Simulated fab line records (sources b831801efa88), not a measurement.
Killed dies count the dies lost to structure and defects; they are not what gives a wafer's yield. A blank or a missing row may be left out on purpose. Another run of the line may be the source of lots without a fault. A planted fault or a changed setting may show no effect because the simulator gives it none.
A lot that was struck, set against a sound lot	flow sky130	17 out of 708 route steps
Sound: these wafers, L756.3, L756.5, L756.6. Wafers L767.3, L767.5, L767.6 were the ones struck. The cause is named last.
For every step that has rows: the tool of each side, followed by ch and its chambers, followed by its first start. Under that, the readings that differ: sound wafers	struck wafers	difference of the means	sigmas: that difference in standard deviations of wafers without a fault.
alike: a reading whose means differ by less than 2 such deviations, as well as words and numbers matching on both sides. not compared: withheld readings; readings where some wafer has no value; bounds like >300 that might hide an equal value; numbers whose values overlap and for which the record gives no deviation.
The two part at a step that has a row with sigmas, a row that says differs or no value, or rows on one side only. Non-overlapping numbers with no deviation appear without sigmas and do not part them. A reading that every wafer of one side lacks parts them only if that side has two wafers or more.

first, 2 steps without rows for these wafers: SKY_LOCAL_INTERCONNECT_PEB_09; SKY_LOCAL_INTERCONNECT_DEVELOP_10 (develop time 60 s).
SKY_LOCAL_INTERCONNECT_CD_MEAS_11: target cd 170 nm.
  sound on cd-sem-02 at day 31 11:58; struck on cd-sem-01 at day 35 15:10
  alike: cd-nm
SKY_LOCAL_INTERCONNECT_OVL_MEAS_12:
  sound on overlay-02 at day 31 12:04; struck on overlay-02 at day 35 15:16
  alike: LOCAL_INTERCONNECT_OVL
SKY_LOCAL_INTERCONNECT_ETCH_13: etches BARC in N2/H2, stops on SiO2, time 45.9 s, target depth 60 nm.
  sound on rie-metal-02 ch 0,1, day 31 12:07; struck on rie-metal-02 ch 0,1, day 35 15:19
  alike: drypump-motor-current-A, oes-product-au, throttle-valve-pct
  not compared: rf-hours-counter-h
SKY_LOCAL_INTERCONNECT_METAL_ETCH_14: etches TiN in Cl2/BCl3, stops on PSG, target depth 110 nm, time 31.4 s.
  sound on rie-metal-02 ch 0,1, day 31 12:10; struck on rie-metal-02 ch 0,1, day 35 15:22
  alike: drypump-motor-current-A, mfc-cl2-sccm, oes-product-au, throttle-valve-pct
  not compared: rf-hours-counter-h
SKY_LOCAL_INTERCONNECT_STRIP_15: strips in O2/N2.
  sound on plasma-asher-03 ch 0,1, day 31 12:14; struck on plasma-asher-04 ch 0,1, day 35 15:26
reading	sound	struck	difference	sigmas
drypump-motor-current-A (A)	6.4 5.8 6.3	5.2 5.2 4.9	-1.1	-2
  alike: oes-product-au, strip-time-to-endpoint-s
  not compared: rf-hours-counter-h
then, 3 steps without rows for these wafers: SKY_LOCAL_INTERCONNECT_STRIP_16 (strips in post etch residue remover, time 1200 s); SKY_LOCAL_INTERCONNECT_CLEAN_17 (cleans in IPA, time 180 s); SKY_LOCAL_INTERCONNECT_CLEAN_18 (cleans in O3/DIW).
SKY_CONTACT_CVD_00: deposits Si3N4, target thk 75 nm.
  sound on pecvd-01 ch 1,2, day 31 12:50; struck on pecvd-02 ch 0,1, day 35 16:02
  alike: heater-power-w
SKY_CONTACT_THK_MEAS_01:
  sound on film-metro-02 at day 31 12:53; struck on film-metro-03 at day 35 16:05
  alike: CONTACT_CVD_00_THK
SKY_CONTACT_HDPCVD_02: deposits SiO2, target thk 565 nm, time 94.2 s.
  sound on hdpcvd-02 ch 0,1,2, day 31 12:56; struck on hdpcvd-02 ch 0,1,2, day 35 16:08
reading	sound	struck	difference	sigmas
sih4-flow-sccm (sccm)	59.71 60.32 59.89	71.91 71.61 71.73	+11.78	+62
model.SiO2_of_CONTACT_HDPCVD_02.thk-nm (nm)	564.6 575.1 572	669.5 681.8 678.1	+105.9	
SKY_CONTACT_THK_MEAS_03:
  sound on film-metro-01 at day 31 13:01; struck on film-metro-01 at day 35 16:13
reading	sound	struck	difference	sigmas
CONTACT_HDPCVD_THK (nm)	565 575 572	669 682 678	+106	+16
SKY_CONTACT_CMP_04: polishes SiO2.
  sound on cmp-01 ch 2,3, day 31 13:03; struck on cmp-01 ch 0,2,3, day 35 16:22
reading	sound	struck	difference	sigmas
time-to-endpoint-s (s)	78 82 83	115 119 119	+37	+8
  alike: edge-zone-pressure-frac, motor-current-A, retaining-ring-pressure-frac
SKY_CONTACT_BOW_MEAS_05:
  sound on film-metro-02 at day 31 13:23; struck on film-metro-01 at day 35 16:36
  alike: CONTACT_BOW
-- the record jumps here: 14 days lie between the struck wafers' starts before and after (it left off in module CONTACT and takes up again in module PAD_OPEN, whose first step shown is number 708 of the route) --
SKY_PAD_OPEN_PROBE_99:
  sound on prober-02 at day 46 18:17; struck on prober-01 at day 49 19:16
  alike: killed_at_M0_to_M3, killed_at_M4_up, killed-at-contacts, killed-at-front-end, killed-at-other, killed-dies, killed-open, killed-short

## WHERE THEY PART
Last at SKY_CONTACT_CMP_04 as far as this record goes, first at SKY_LOCAL_INTERCONNECT_STRIP_15. Later steps at which nothing parts them and some readings are alike: SKY_CONTACT_BOW_MEAS_05, SKY_PAD_OPEN_PROBE_99.

WHY: the cause the simulator had injected
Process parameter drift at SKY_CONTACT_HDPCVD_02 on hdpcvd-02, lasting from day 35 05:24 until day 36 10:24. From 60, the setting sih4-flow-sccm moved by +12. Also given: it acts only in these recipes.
